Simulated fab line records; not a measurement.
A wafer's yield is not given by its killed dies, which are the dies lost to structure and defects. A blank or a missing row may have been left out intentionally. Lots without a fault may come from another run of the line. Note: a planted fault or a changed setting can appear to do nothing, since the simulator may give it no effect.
fab line records	flow sky130
record lots=10	wafers=30	lastDay=50
route steps=708 shown NWELL@67 SONOS_ONO@168
lots with no fault: from the same line, run without faults
startH: start of the lot's first displayed wafer, in hours after the record's first day	waitH: how many hours have passed since the lot's step before this one	" the same as in the row above	L1.1+2: a single row standing in for several wafers	- value missing, or start not given	* or withheld: withheld	< > ~ a bound
route shown NAME@n: NAME is a module with steps in the file, n the number in the route of the first one	usual: mean/standard deviation of fault-free wafers	same: alike in all rows	chamber/n: place in a boat	sites: the reading at each site	_std_site: the standard deviation of these	_edge_site: mean of outer sites minus mean of inner sites	radiusMm: for every site, how far away it sits from the centre of the wafer	mask NAME#n: copy n	behind: tool/chamber where the wafer was last shaped	hold: why the lot was held/for how many hours/how that ended	device: which transistor (n, p or np) failed to switch	end of line: the same wafers' tests at the end of the route	a step given without rows: its recipe and nothing more	killed: count of dies lost to structure and defects at first sort (not the wafer's yield)	map: per-die view of a wafer (x killed, . not killed, _ where there is no die)
set.NAME: the setting the step ran with; set.NAME@STEP: the setting that earlier step ran with	model.NAME: the simulator's own value behind a step, which no gauge read
steps of the route over a sample of lots; a table a step, a row a wafer
services: from which hour (startH, from the record's first day; less than 0 if before it) a tool's chamber was out of use, for how many hours, and why
## steps
# step SKY_NWELL_STRIP_14
# recipe chemistry=O2/N2	powerW=1400	pressureMtorr=1500	platenTempC=withheld	o2FlowSccm=3000	n2FlowSccm=300	overashFraction=0.5
# usual drypumpMotorCurrentA=5.8/0.33	n2FlowSccm=300.1/0.81	oesProductAu=0.723/0.0045	stripTimeToEndpointS=36.89/0.11
lot.wafer	tool	chamber	startH	waitH	drypumpMotorCurrentA	n2FlowSccm	oesProductAu	rfHoursCounterH	stripTimeToEndpointS
L274.2	plasmaAsher-04	1	101.40	0.1	5.9	299.7	0.719	45	36.71
L274.3	"	1	"	"	5.9	300.1	0.725	-	36.80
L274.6	"	1	"	"	5.9	299.4	0.724	-	36.74
L275.1	plasmaAsher-02	1	106.30	0.1	6.1	299.1	0.719	46	36.89
L275.2	"	0	"	"	5.8	298.0	0.718	46	36.78
L275.3	"	1	"	"	6.1	300.0	0.726	-	36.86
L279.1	plasmaAsher-02	1	141.30	0.1	6.1	300.6	0.725	50	36.82
L279.2	"	0	"	"	5.8	299.9	0.724	50	36.92
L279.5	"	0	"	"	5.8	300.0	0.716	-	36.93
L280.1	plasmaAsher-02	1	143.60	0.1	6.2	298.8	0.721	51	36.72
L280.3	"	1	"	"	6.1	299.6	0.729	-	36.64
L280.5	"	1	"	"	6.1	300.4	0.725	-	36.73
L281.3	plasmaAsher-04	1	145.28	0.1	5.9	301.2	0.730	-	36.75
L281.5	"	1	"	"	5.9	300.3	0.731	-	36.84
L281.6	"	0	"	"	5.6	299.4	0.728	-	36.88
L283.1	plasmaAsher-02	0	156.31	0.1	5.9	300.8	0.725	52	36.97
L283.3	"	0	"	"	5.9	299.6	0.726	-	36.90
L283.4	"	1	"	"	6.2	300.2	0.718	-	36.99
L284.3	plasmaAsher-04	1	163.39	0.1	5.9	298.9	0.719	-	36.83
L284.4	"	0	"	"	5.6	299.8	0.714	-	36.93
L284.6	"	0	"	"	5.6	299.4	0.721	-	36.94
L286.2	plasmaAsher-02	1	173.55	0.1	6.2	301.1	0.722	54	37.02
L286.4	"	0	"	"	5.9	301.4	0.727	-	36.95
L286.5	"	0	"	"	5.9	300.3	0.714	-	36.93
L292.1	plasmaAsher-02	0	231.86	0.1	5.8	299.7	0.723	60	36.90
L292.3	"	0	"	"	5.8	300.2	0.710	-	36.74
L292.6	"	1	"	"	6.1	299.9	0.727	-	36.80
L293.1	plasmaAsher-01	0	232.51	0.1	5.1	301.1	0.724	32	36.69
L293.3	"	1	"	"	5.2	299.9	0.720	-	36.78
L293.6	"	0	"	"	5.1	298.5	0.734	-	36.65
# step SKY_SONOS_ONO_OXIDATION_00
# recipe tempC=800	ambient=O2	idleTempC=700	rampUpCPerMin=10	rampDownCPerMin=3	stabiliseS=600	purgeS=300	targetThkA=26	oxTimeS=1249
# usual spikeTcBottomC=820.6/1.5	spikeTcCentreC=800.0/1.2	spikeTcLowerC=801.0/1.2	spikeTcTopC=816.4/2	spikeTcUpperC=799.4/1.1	tubeCenterTempC=800.01/0.065	tube_center_temp_C_max=802.1/0.36	zonePowerBottomPct=20.01/0.24	zonePowerTopPct=29/3.9
lot.wafer	tool	chamber	startH	waitH	spikeTcBottomC	spikeTcCentreC	spikeTcLowerC	spikeTcTopC	spikeTcUpperC	tubeCenterTempC	tube_center_temp_C_max	zonePowerBottomPct	zonePowerTopPct
L274.2	furnace-02	0	265.91	0.3	822.9	798.8	798.5	814.0	796.8	800	802.2	19.89	25
L274.3	"	0	"	"	821.3	800.6	800.2	815.2	799.1	800	801.5	19.85	25
L274.6	"	0	"	"	818.5	798.6	801.1	814.9	797.3	800.01	802.4	20.24	25
L275.1	furnace-02	0	273.16	0.1	822.1	800.4	800.9	814.1	799.0	799.95	801.7	19.84	25
L275.2	"	0	"	"	822.4	800.2	799.7	816.3	799.7	800.12	802.4	19.89	25
L275.3	"	0	"	"	821.9	798.2	799.4	814.6	799.1	800.02	802.6	19.65	25
L279.1	furnace-02	0	321.79	0.9	820.6	799.8	802.0	815.7	798.2	800.01	802.2	20.00	25
L279.2	"	0	"	"	822.6	797.7	799.8	813.9	798.8	800.04	801.7	20.01	25
L279.5	"	0	"	"	823.3	799.5	801.7	816.7	799.3	799.94	802.0	19.72	25
L280.1	furnace-01	0	324.38	0.1	820.0	800.7	802.0	818.0	800.9	800.02	802.2	19.91	32
L280.3	"	0	"	"	818.0	799.5	799.7	818.9	800.4	800.05	802.4	19.63	32
L280.5	"	0	"	"	819.1	799.8	801.8	819.6	799.6	800.06	802.2	20.14	33
L281.3	furnace-01	0	324.38	0.4	818.3	801.1	800.5	820.2	800.8	800.02	802.4	20.15	32
L281.5	"	0	"	"	818.9	800.3	801.2	818.5	801.4	800.09	802.2	20.05	32
L281.6	"	0	"	"	818.8	800.5	801.4	817.9	799.2	800.03	802.0	19.91	32
L283.1	furnace-01	0	342.81	1.1	821.1	800.2	803.1	816.3	800.0	799.99	802.3	20.52	33
L283.3	"	0	"	"	819.1	802.1	802.3	818.1	799.8	800.02	801.6	20.24	32
L283.4	"	0	"	"	819.6	800.4	802.4	818.9	799.5	800.11	802.1	20.65	33
L284.3	furnace-02	0	351.64	1.5	791.3	769.1	769.3	786.8	766.6	769.31	771.0	18.81	23
L284.4	"	0	"	"	791.2	768.7	769.2	785.8	768.7	769.15	771.2	18.65	23
L284.6	"	0	"	"	792.3	768.0	770.1	785.3	769.5	769.17	771.3	18.61	24
L286.2	furnace-02	0	367.22	0.5	789.5	766.4	770.1	785.4	768.0	769.36	771.3	18.40	24
L286.4	"	0	"	"	791.2	769.5	770.0	784.3	768.9	769.24	771.3	18.23	23
L286.5	"	0	"	"	791.0	769.0	770.2	784.9	767.8	769.2	771.9	18.47	23
L292.1	furnace-02	0	445.95	0.0	821.8	799.3	800.6	813.7	801.0	800.02	801.7	19.99	25
L292.3	"	0	"	"	821.8	799.8	799.1	814.1	800.1	799.97	802.0	19.87	25
L292.6	"	0	"	"	822.0	798.5	800.8	815.1	799.9	799.99	802.4	19.73	25
L293.1	furnace-02	0	447.31	0.0	822.3	800.4	800.3	815.3	800.1	800.04	801.6	19.76	25
L293.3	"	0	"	"	821.6	799.8	798.6	814.5	798.8	799.97	802.9	19.66	25
L293.6	"	0	"	"	823.3	800.1	801.5	812.6	799.2	800.09	802.0	19.69	25
# step SKY_SONOS_ONO_THK_MEAS_01
# recipe reads=SiO2_of_SONOS_ONO_OXIDATION_00
# usual SONOS_ONO_OXIDATION_THK=2.61/0.065
lot.wafer	tool	chamber	startH	waitH	SONOS_ONO_OXIDATION_THK[nm]
L274.2	filmMetro-01	-	267.27	0.0	2.73
L274.3	"	-	"	"	2.78
L274.6	"	-	"	"	2.70
L275.1	filmMetro-01	-	274.51	0.0	2.57
L275.2	"	-	"	"	2.62
L275.3	"	-	"	"	2.63
L279.1	filmMetro-03	-	323.14	0.0	2.73
L279.2	"	-	"	"	2.67
L279.5	"	-	"	"	2.68
L280.1	filmMetro-03	-	325.73	0.0	2.55
L280.3	"	-	"	"	2.49
L280.5	"	-	"	"	2.56
L281.3	filmMetro-01	-	325.75	0.0	2.58
L281.5	"	-	"	"	2.54
L281.6	"	-	"	"	2.58
L283.1	filmMetro-03	-	344.15	0.0	2.53
L283.3	"	-	"	"	2.55
L283.4	"	-	"	"	2.63
L284.3	filmMetro-03	-	353.01	0.0	1.73
L284.4	"	-	"	"	1.67
L284.6	"	-	"	"	1.70
L286.2	filmMetro-04	-	368.58	0.0	1.54
L286.4	"	-	"	"	1.59
L286.5	"	-	"	"	1.55
L292.1	filmMetro-03	-	447.30	0.0	2.61
L292.3	"	-	"	"	2.67
L292.6	"	-	"	"	2.57
L293.1	filmMetro-04	-	448.66	0.0	2.56
L293.3	"	-	"	"	2.61
L293.6	"	-	"	"	2.60
# step SKY_SONOS_ONO_THK_MEAS_05
# recipe reads=SiO2_of_SONOS_ONO_CVD_04
# usual SONOS_ONO_CVD_04_THK=5.77/0.096
lot.wafer	tool	chamber	startH	waitH	SONOS_ONO_CVD_04_THK[nm]
L274.2	filmMetro-01	-	272.05	0.0	5.66
L274.3	"	-	"	"	5.71
L274.6	"	-	"	"	5.76
L275.1	filmMetro-03	-	291.39	0.0	5.68
L275.2	"	-	"	"	5.76
L275.3	"	-	"	"	5.76
L279.1	filmMetro-04	-	327.72	0.0	5.78
L279.2	"	-	"	"	5.77
L279.5	"	-	"	"	5.78
L280.1	filmMetro-04	-	330.13	0.0	5.69
L280.3	"	-	"	"	5.76
L280.5	"	-	"	"	5.72
L281.3	filmMetro-01	-	330.15	0.0	5.79
L281.5	"	-	"	"	5.70
L281.6	"	-	"	"	5.68
L283.1	filmMetro-01	-	346.57	0.0	5.97
L283.3	"	-	"	"	5.86
L283.4	"	-	"	"	5.82
L284.3	filmMetro-03	-	355.86	0.0	5.77
L284.4	"	-	"	"	5.79
L284.6	"	-	"	"	5.85
L286.2	filmMetro-03	-	373.58	0.0	5.73
L286.4	"	-	"	"	5.65
L286.5	"	-	"	"	5.69
L292.1	filmMetro-04	-	449.72	0.0	5.62
L292.3	"	-	"	"	5.69
L292.6	"	-	"	"	5.67
L293.1	filmMetro-03	-	451.08	0.0	5.82
L293.3	"	-	"	"	5.71
L293.6	"	-	"	"	5.68
# step SKY_SONOS_ONO_STRIP_17
# recipe chemistry=O2/N2	powerW=1400	pressureMtorr=1500	platenTempC=withheld	o2FlowSccm=3000	n2FlowSccm=300	overashFraction=0.5
# usual drypumpMotorCurrentA=5.9/0.33	n2FlowSccm=300.1/0.99	oesProductAu=0.710/0.0049	stripTimeToEndpointS=14.09/0.044
lot.wafer	tool	chamber	startH	waitH	drypumpMotorCurrentA	n2FlowSccm	oesProductAu	rfHoursCounterH	stripTimeToEndpointS
L274.2	plasmaAsher-03	0	297.79	0.0	5.4	300.2	0.707	16	14.17
L274.3	"	0	"	"	5.4	299.6	0.709	-	14.13
L274.6	"	0	"	"	5.4	300.3	0.705	-	14.16
L275.1	plasmaAsher-02	0	315.93	0.0	5.8	299.9	0.706	68	14.13
L275.2	"	1	"	"	6.2	298.5	0.704	68	14.10
L275.3	"	1	"	"	6.2	301.0	0.711	-	14.11
L279.1	plasmaAsher-04	0	355.23	0.0	5.5	299.4	0.716	72	14.05
L279.2	"	1	"	"	5.9	299.3	0.706	72	14.07
L279.5	"	0	"	"	5.6	300.1	0.719	-	14.06
L281.3	plasmaAsher-02	0	357.41	0.0	5.9	300.4	0.706	-	14.07
L281.5	"	0	"	"	5.9	300.2	0.701	-	14.08
L281.6	"	1	"	"	6.1	299.6	0.705	-	14.03
L280.1	plasmaAsher-04	1	357.43	0.0	5.9	300.7	0.703	72	14.21
L280.3	"	0	"	"	5.6	299.6	0.711	-	14.18
L280.5	"	0	"	"	5.6	300.6	0.708	-	14.17
L283.1	plasmaAsher-02	1	373.88	0.0	6.1	299.6	0.709	74	14.08
L283.3	"	0	"	"	5.8	299.3	0.712	-	14.08
L283.4	"	1	"	"	6.2	298.5	0.718	-	14.09
L284.3	plasmaAsher-02	1	383.66	0.0	6.1	300.1	0.697	-	14.06
L284.4	"	0	"	"	5.8	299.9	0.707	-	14.08
L284.6	"	1	"	"	6.2	300.5	0.706	-	14.03
L286.2	plasmaAsher-04	0	401.94	0.0	5.6	299.5	0.708	77	14.06
L286.4	"	0	"	"	5.6	302.2	0.709	-	14.07
L286.5	"	0	"	"	5.6	301.1	0.711	-	14.07
L292.1	plasmaAsher-02	0	480.28	0.0	5.8	300.3	0.711	5	14.08
L292.3	"	1	"	"	6.1	299.5	0.708	-	14.05
L292.6	"	1	"	"	6.1	300.2	0.705	-	14.07
L293.1	plasmaAsher-02	0	481.45	0.0	5.9	300.9	0.720	5	14.11
L293.3	"	1	"	"	6.1	299.9	0.707	-	14.08
L293.6	"	0	"	"	5.9	299.5	0.706	-	14.10
## services
tool	chamber	startH	hours	kind
plasmaAsher-01	-	102.54	28.1	pm
plasmaAsher-03	-	108.75	9.0	pm
furnace-01	-	126.00	45.0	pm
plasmaAsher-01	-	159.40	2.5	repair
plasmaAsher-03	-	173.69	13.6	repair
plasmaAsher-04	-	207.58	3.2	repair
furnace-01	-	221.59	3.8	pm
furnace-02	-	229.64	3.6	pm
plasmaAsher-04	-	271.88	2.8	repair
furnace-01	-	274.35	12.6	pm
plasmaAsher-03	-	278.06	2.0	repair
plasmaAsher-03	-	288.80	1.2	repair
plasmaAsher-03	-	299.98	2.8	pm
plasmaAsher-01	-	320.77	2.0	repair
plasmaAsher-01	-	346.25	8.3	repair
furnace-01	-	349.81	3.6	pm
furnace-01	-	389.32	3.3	pm
plasmaAsher-03	-	412.14	1.6	repair
plasmaAsher-02	-	421.27	9.0	pm
plasmaAsher-02	0	421.27	9.0	ventCycle
plasmaAsher-02	1	421.27	9.0	ventCycle
plasmaAsher-02	-	444.39	0.4	repair
plasmaAsher-01	-	452.35	1.1	repair
plasmaAsher-03	-	480.24	14.7	repair
## key
firstSign step=SKY_SONOS_ONO_OXIDATION_00	reading=tubeCenterTempC	direction=down	sigmas=99+	usual=*	struck=*
effect step=SKY_SONOS_ONO_OXIDATION_00	reading=tube_center_temp_C_max	direction=down	sigmas=86	usual=*	struck=*
effect step=SKY_SONOS_ONO_THK_MEAS_01	reading=SONOS_ONO_OXIDATION_THK	direction=down	sigmas=15	usual=2.61	struck=1.63
metAt SKY_SONOS_ONO_OXIDATION_00
struckLots L284,L286
testerLeftOut L284,L286
notActingAt SKY_NWELL_STRIP_14,SKY_SONOS_ONO_THK_MEAS_05,SKY_SONOS_ONO_STRIP_17
onsetBetween 321.79 351.64
fault kind=processParameterDrift	tool=furnace-02	chamber=-	onsetH=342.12	steps=SKY_SONOS_ONO_OXIDATION_00	channel=tempC	offset=*	shape=step	endH=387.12	actsIn=*	stated=*
# testerLeftOut: of these lots the tester's yield and bins aren't shown, on N5 and GAA mostly nor the transistor test; their killed dies are dies lost to structure and defects alone, not to doping, threshold or leakage, so they don't give the yield
